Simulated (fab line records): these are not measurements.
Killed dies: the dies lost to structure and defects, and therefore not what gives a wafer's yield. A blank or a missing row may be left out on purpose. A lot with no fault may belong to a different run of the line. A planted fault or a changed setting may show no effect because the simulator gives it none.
Which of the tools did it? / flow gf180mcu / 12 lots, 36 wafers sampled, at 6 steps of a route of 602

WHAT THE GAUGES SHOWED, per wafer
GF_VT_IMPLANT_RS_MEAS_49: the measuring method here is four-point-probe.
lot=L533; measured=day 7 19:57; on=film metro-02; MVPSD_RS (ohm/sq)=1167 1167 1166
lot=L534; measured=day 8 03:40; on=film metro-02; MVPSD_RS (ohm/sq)=1166 1168 1169
lot=L535; measured=day 8 09:08; on=film metro-04; MVPSD_RS (ohm/sq)=1169 1169 1171
lot=L537; measured=day 9 00:44; on=film metro-02; MVPSD_RS (ohm/sq)=1168 1162 1167
lot=L539; measured=day 9 13:11; on=film metro-04; MVPSD_RS (ohm/sq)=1170 1166 1169
lot=L544; measured=day 10 23:55; on=film metro-02; MVPSD_RS (ohm/sq)=1213 1212 1209 1212 1210 1210
lot=L545; measured=day 11 05:19; on=film metro-02; MVPSD_RS (ohm/sq)=1167 1167 1166
lot=L546; measured=day 11 13:08; on=film metro-01; MVPSD_RS (ohm/sq)=1214 1211 1211 1213 1213 1209
lot=L547; measured=day 11 19:44; on=film metro-04; MVPSD_RS (ohm/sq)=1167 1165 1165
lot=L550; measured=day 12 17:04; on=film metro-01; MVPSD_RS (ohm/sq)=1173 1173 1175
lot=L554; measured=day 13 17:08; on=film metro-01; MVPSD_RS (ohm/sq)=1165 1169 1168
lot=L555; measured=day 14 05:37; on=film metro-04; MVPSD_RS (ohm/sq)=1168 1169 1168

GF_V2_RS_MEAS_24: the measuring method here is four-point-probe.
lot=L533; measured=day 20 12:14; on=film metro-01; V2_W_RS (ohm/sq)=0.329 0.328 0.330
lot=L534; measured=day 21 00:17; on=film metro-04; V2_W_RS (ohm/sq)=0.323 0.325 0.324
lot=L535; measured=day 21 06:59; on=film metro-01; V2_W_RS (ohm/sq)=0.323 0.328 0.329
lot=L537; measured=day 22 06:34; on=film metro-01; V2_W_RS (ohm/sq)=0.327 0.330 0.326
lot=L539; measured=day 23 00:19; on=film metro-04; V2_W_RS (ohm/sq)=0.328 0.331 0.327
lot=L544; measured=day 24 21:25; on=film metro-02; V2_W_RS (ohm/sq)=0.322 0.323 0.324
lot=L545; measured=day 25 01:03; on=film metro-04; V2_W_RS (ohm/sq)=0.327 0.327 0.330
lot=L546; measured=day 25 06:33; on=film metro-04; V2_W_RS (ohm/sq)=0.325 0.323 0.327
lot=L547; measured=day 25 21:56; on=film metro-01; V2_W_RS (ohm/sq)=0.331 0.330 0.332
lot=L550; measured=day 26 20:49; on=film metro-04; V2_W_RS (ohm/sq)=0.326 0.327 0.332
lot=L554; measured=day 27 22:04; on=film metro-02; V2_W_RS (ohm/sq)=0.327 0.330 0.328
lot=L555; measured=day 28 05:02; on=film metro-02; V2_W_RS (ohm/sq)=0.328 0.329 0.330

TOOL THAT RAN EACH LOT (tool first, then ch and the chambers of the sampled wafers, then the start)
lot=L533; GF_MVPSD_IMPLANT_09=implanter-04 ch 0, day 5 06:07; GF_VT_IMPLANT_RTA_45=rtp anneal-02 ch 0, day 7 19:29; GF_VT_IMPLANT_WET_ETCH_50=wet bench-03 ch 1, day 7 20:03; GF_V2_CVD_23=cvd w-02 ch 0,1, day 20 12:06
lot=L534; GF_MVPSD_IMPLANT_09=implanter-03 ch 0, day 5 12:38; GF_VT_IMPLANT_RTA_45=rtp anneal-02 ch 0, day 8 03:13; GF_VT_IMPLANT_WET_ETCH_50=wet bench-04 ch 2, day 8 03:47; GF_V2_CVD_23=cvd w-01 ch 0,1, day 21 00:11
lot=L535; GF_MVPSD_IMPLANT_09=implanter-04 ch 0, day 5 17:56; GF_VT_IMPLANT_RTA_45=rtp anneal-02 ch 0, day 8 08:40; GF_VT_IMPLANT_WET_ETCH_50=wet bench-04 ch 0, day 8 09:15; GF_V2_CVD_23=cvd w-01 ch 0,1, day 21 06:52
lot=L537; GF_MVPSD_IMPLANT_09=implanter-04 ch 0, day 6 07:49; GF_VT_IMPLANT_RTA_45=rtp anneal-01 ch 0, day 9 00:17; GF_VT_IMPLANT_WET_ETCH_50=wet bench-04 ch 3, day 9 00:50; GF_V2_CVD_23=cvd w-01 ch 0,1, day 22 06:26
lot=L539; GF_MVPSD_IMPLANT_09=implanter-03 ch 0, day 6 19:17; GF_VT_IMPLANT_RTA_45=rtp anneal-01 ch 0, day 9 12:44; GF_VT_IMPLANT_WET_ETCH_50=wet bench-03 ch 3, day 9 13:17; GF_V2_CVD_23=cvd w-01 ch 0,1, day 23 00:10
lot=L544; GF_MVPSD_IMPLANT_09=implanter-04 ch 0, day 8 01:44; GF_VT_IMPLANT_RTA_45=rtp anneal-02 ch 0, day 10 23:27; GF_VT_IMPLANT_WET_ETCH_50=wet bench-03 ch 1, day 11 03:39; GF_V2_CVD_23=cvd w-02 ch 0,1, day 24 21:19
lot=L545; GF_MVPSD_IMPLANT_09=implanter-02 ch 0, day 8 08:33; GF_VT_IMPLANT_RTA_45=rtp anneal-01 ch 0, day 11 04:46; GF_VT_IMPLANT_WET_ETCH_50=wet bench-04 ch 1, day 11 05:26; GF_V2_CVD_23=cvd w-02 ch 0,1, day 25 00:56
lot=L546; GF_MVPSD_IMPLANT_09=implanter-04 ch 0, day 8 12:36; GF_VT_IMPLANT_RTA_45=rtp anneal-01 ch 0, day 11 12:40; GF_VT_IMPLANT_WET_ETCH_50=wet bench-03 ch 2, day 11 15:31; GF_V2_CVD_23=cvd w-01 ch 0,1, day 25 06:26
lot=L547; GF_MVPSD_IMPLANT_09=implanter-03 ch 0, day 8 18:55; GF_VT_IMPLANT_RTA_45=rtp anneal-02 ch 0, day 11 19:17; GF_VT_IMPLANT_WET_ETCH_50=wet bench-04 ch 2, day 11 19:50; GF_V2_CVD_23=cvd w-02 ch 0, day 25 21:49
lot=L550; GF_MVPSD_IMPLANT_09=implanter-03 ch 0, day 9 13:44; GF_VT_IMPLANT_RTA_45=rtp anneal-01 ch 0, day 12 16:37; GF_VT_IMPLANT_WET_ETCH_50=wet bench-02 ch 1, day 12 17:11; GF_V2_CVD_23=cvd w-01 ch 0,1, day 26 20:42
lot=L554; GF_MVPSD_IMPLANT_09=implanter-02 ch 0, day 10 11:40; GF_VT_IMPLANT_RTA_45=rtp anneal-01 ch 0, day 13 16:41; GF_VT_IMPLANT_WET_ETCH_50=wet bench-02 ch 0, day 13 17:14; GF_V2_CVD_23=cvd w-01 ch 1, day 27 21:56
lot=L555; GF_MVPSD_IMPLANT_09=implanter-04 ch 0, day 10 22:54; GF_VT_IMPLANT_RTA_45=rtp anneal-01 ch 0, day 14 05:10; GF_VT_IMPLANT_WET_ETCH_50=wet bench-02 ch 1, day 14 05:44; GF_V2_CVD_23=cvd w-01 ch 0,1, day 28 04:56
- GF_MVPSD_IMPLANT_09
- GF_VT_IMPLANT_RTA_45: time 30 s.
- GF_VT_IMPLANT_WET_ETCH_50: etches SiO2 in dHF, target depth 20 nm, time 400 s.
- GF_V2_CVD_23: deposits W, target thk 350 nm, time 104.94 s.

AS READ BY THE TOOLS THEMSELVES (means over the sampled wafers that have a number; for cases with no such wafer, the mark the record gives instead)
GF_MVPSD_IMPLANT_09.
lot=L533; tool=implanter-04; dose ions cm2=5.000e+12; faraday current uA=28.5
lot=L534; tool=implanter-03; dose ions cm2=4.998e+12; faraday current uA=27.8
lot=L535; tool=implanter-04; dose ions cm2=4.999e+12; faraday current uA=27.8
lot=L537; tool=implanter-04; dose ions cm2=5.001e+12; faraday current uA=28.0
lot=L539; tool=implanter-03; dose ions cm2=5.000e+12; faraday current uA=28.3
lot=L544; tool=implanter-04; dose ions cm2=4.084e+12; faraday current uA=22.7
lot=L545; tool=implanter-02; dose ions cm2=4.997e+12; faraday current uA=28.1
lot=L546; tool=implanter-04; dose ions cm2=4.082e+12; faraday current uA=22.9
lot=L547; tool=implanter-03; dose ions cm2=5.003e+12; faraday current uA=28.6
lot=L550; tool=implanter-03; dose ions cm2=4.991e+12; faraday current uA=29.5
lot=L554; tool=implanter-02; dose ions cm2=5.001e+12; faraday current uA=28.2
lot=L555; tool=implanter-04; dose ions cm2=4.994e+12; faraday current uA=27.9

GF_VT_IMPLANT_RTA_45.
lot=L533; tool=rtp anneal-02; lamp power pct (%)=33.5; wafer_temp_C_max=1054.1
lot=L534; tool=rtp anneal-02; lamp power pct (%)=33.5; wafer_temp_C_max=1053.6
lot=L535; tool=rtp anneal-02; lamp power pct (%)=33.5; wafer_temp_C_max=1054.0
lot=L537; tool=rtp anneal-01; lamp power pct (%)=28.5; wafer_temp_C_max=1054.7
lot=L539; tool=rtp anneal-01; lamp power pct (%)=28.4; wafer_temp_C_max=1055.8
lot=L544; tool=rtp anneal-02; lamp power pct (%)=33.5; wafer_temp_C_max=1053.4
lot=L545; tool=rtp anneal-01; lamp power pct (%)=28.4; wafer_temp_C_max=1055.4
lot=L546; tool=rtp anneal-01; lamp power pct (%)=28.4; wafer_temp_C_max=1054.7
lot=L547; tool=rtp anneal-02; lamp power pct (%)=33.5; wafer_temp_C_max=1053.7
lot=L550; tool=rtp anneal-01; lamp power pct (%)=28.4; wafer_temp_C_max=1054.8
lot=L554; tool=rtp anneal-01; lamp power pct (%)=28.5; wafer_temp_C_max=1054.1
lot=L555; tool=rtp anneal-01; lamp power pct (%)=28.4; wafer_temp_C_max=1054.0

GF_VT_IMPLANT_WET_ETCH_50.
lot=L533; tool=wet bench-03; bath heat duty pct (%)=6.4
lot=L534; tool=wet bench-04; bath heat duty pct (%)=6.7
lot=L535; tool=wet bench-04; bath heat duty pct (%)=5.4
lot=L537; tool=wet bench-04; bath heat duty pct (%)=5.0
lot=L539; tool=wet bench-03; bath heat duty pct (%)=6.8
lot=L544; tool=wet bench-03; bath heat duty pct (%)=6.7
lot=L545; tool=wet bench-04; bath heat duty pct (%)=7.2
lot=L546; tool=wet bench-03; bath heat duty pct (%)=6.0
lot=L547; tool=wet bench-04; bath heat duty pct (%)=6.6
lot=L550; tool=wet bench-02; bath heat duty pct (%)=6.7
lot=L554; tool=wet bench-02; bath heat duty pct (%)=7.6
lot=L555; tool=wet bench-02; bath heat duty pct (%)=6.6

GF_V2_CVD_23.
lot=L533; tool=cvd w-02; heater power w (W)=819
lot=L534; tool=cvd w-01; heater power w (W)=909
lot=L535; tool=cvd w-01; heater power w (W)=921
lot=L537; tool=cvd w-01; heater power w (W)=919
lot=L539; tool=cvd w-01; heater power w (W)=918
lot=L544; tool=cvd w-02; heater power w (W)=820
lot=L545; tool=cvd w-02; heater power w (W)=815
lot=L546; tool=cvd w-01; heater power w (W)=923
lot=L547; tool=cvd w-02; heater power w (W)=807
lot=L550; tool=cvd w-01; heater power w (W)=931
lot=L554; tool=cvd w-01; heater power w (W)=911
lot=L555; tool=cvd w-01; heater power w (W)=939

THE ANSWER, worked out from the rows above alone
Rule: usual is defined by the lots themselves. The widest of any qualifying gaps counts: lots, ordered by their means at a reading, are off when they make up no more than a third of the lots, leave a main group of 4 or more, and stand apart from it by 3 or more times the standard deviation of that group's means. A main group whose means are all the same, to the digits that the tables above print for the reading, isn't used. A lot without any number at a reading at which 4 lots or more have one is off too. Where the step has rows for the other lots, those lots are counted as sound. First the gauges in route order, then the tools' own readings, where a lot's mean is used as printed above. The first step at which some lot is off is used, and at that step the reading that is off furthest; a lot without a number counts as furthest.
Off: L544, L546, at GF_VT_IMPLANT_RS_MEAS_49 (MVPSD_RS). The main group has a mean of 1168 ohm/sq with a standard deviation of 2.2.
If a tool, at a process step before that reading, ran all the lots that are off and no sound lot after the first of them, it fits. Not tried: the gauges at GF_VT_IMPLANT_RS_MEAS_49; whatever is off there is also off at GF_MVPSD_IMPLANT_09, on other tools, and gauge error can't account for it. No candidate that was tried fits.

WHAT THE SIMULATOR PUT IN
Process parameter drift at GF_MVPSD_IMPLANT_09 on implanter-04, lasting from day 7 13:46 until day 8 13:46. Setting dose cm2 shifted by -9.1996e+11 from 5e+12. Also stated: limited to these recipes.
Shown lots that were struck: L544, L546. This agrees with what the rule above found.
